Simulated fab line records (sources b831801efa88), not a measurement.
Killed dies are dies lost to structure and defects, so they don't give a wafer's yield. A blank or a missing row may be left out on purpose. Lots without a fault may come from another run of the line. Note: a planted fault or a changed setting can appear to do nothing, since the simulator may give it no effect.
2 desks looking at one fault :: flow sky130 :: what lay behind the numbers comes last; until then each desk has only its own

## AT THE METROLOGY DESK
What the gauges read for every lot (on any tool): the sampled wafers with a number, averaged. Marked OUT: a lot whose mean sits more than 4 standard deviations from the usual mean, which makes it out of limits; the brackets give that distance.
Columns: A = LDD_N_OVL at SKY_LDD_N_OVL_MEAS_07, usual 1.2 nm
lot: L230
first seen here: day 18 23:17
A: 0.8

lot: L236
first seen here: day 21 21:27
A: 0.4

lot: L237
first seen here: day 22 04:21
A: 1.9

lot: L246
first seen here: day 24 22:21
A: 0.5

lot: L248
first seen here: day 25 16:28
A: 0.8

lot: L249
first seen here: day 25 19:09
A: 1.8
This desk found nothing out of limits on any of the 6 lots.

## TOOL OWNER'S DESK, implanter-01
The tool's own readings at SKY_LDD_N_IMPLANT_15: means of the sampled wafers that have a number, for each lot that ran on this tool. Marked OUT: a lot whose mean sits more than 4 standard deviations from the usual mean, which makes it out of limits; the brackets give that distance.
Columns: A = beam-on-s at SKY_LDD_N_IMPLANT_15, usual 9.95 s; B = dose-ions-cm2 at SKY_LDD_N_IMPLANT_15, usual 4.999e+12; C = faraday-current-uA at SKY_LDD_N_IMPLANT_15, usual 28.3; D = tilt-deg at SKY_LDD_N_IMPLANT_15, usual 29.996 degrees
lot: L230
first seen here: day 19 00:23
A: 10.09
B: 5.005e+12
C: 27.9
D: 30.018

lot: L236
first seen here: day 21 22:33
A: 14.25 (+23) OUT
B: 5.005e+12
C: 19.9 (-17) OUT
D: 29.985

lot: L237
first seen here: day 22 05:27
A: 14.16 (+22) OUT
B: 5.000e+12
C: 19.9 (-16) OUT
D: 29.995

lot: L248
first seen here: day 25 17:34
A: 9.83
B: 5.002e+12
C: 28.6
D: 30.002

lot: L249
first seen here: day 25 20:15
A: 10.01
B: 5.001e+12
C: 28.1
D: 30.012
This desk finds L236, L237 out of limits, L236 being first, at day 21 22:33 (beam-on-s at SKY_LDD_N_IMPLANT_15). L230, L248, L249: within limits.

## BROUGHT TOGETHER
At day 21 22:33, on L236, L237, the tool owner's desk was in a position to raise an alarm.
Nothing out of limits was seen by the metrology desk.
The metrology desk has L236, L237 on record, within its limits.
On implanter-01, each named lot ran SKY_LDD_N_IMPLANT_15.

## WHAT WAS PUT IN BY THE SIMULATOR
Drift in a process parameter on implanter-01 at SKY_LDD_N_IMPLANT_15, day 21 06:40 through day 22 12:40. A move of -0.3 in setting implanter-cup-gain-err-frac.
Struck lots among those shown: L236, L237.
Each desk's first reading out of limits, in hours after the fault started: the tool owner's desk, 16.
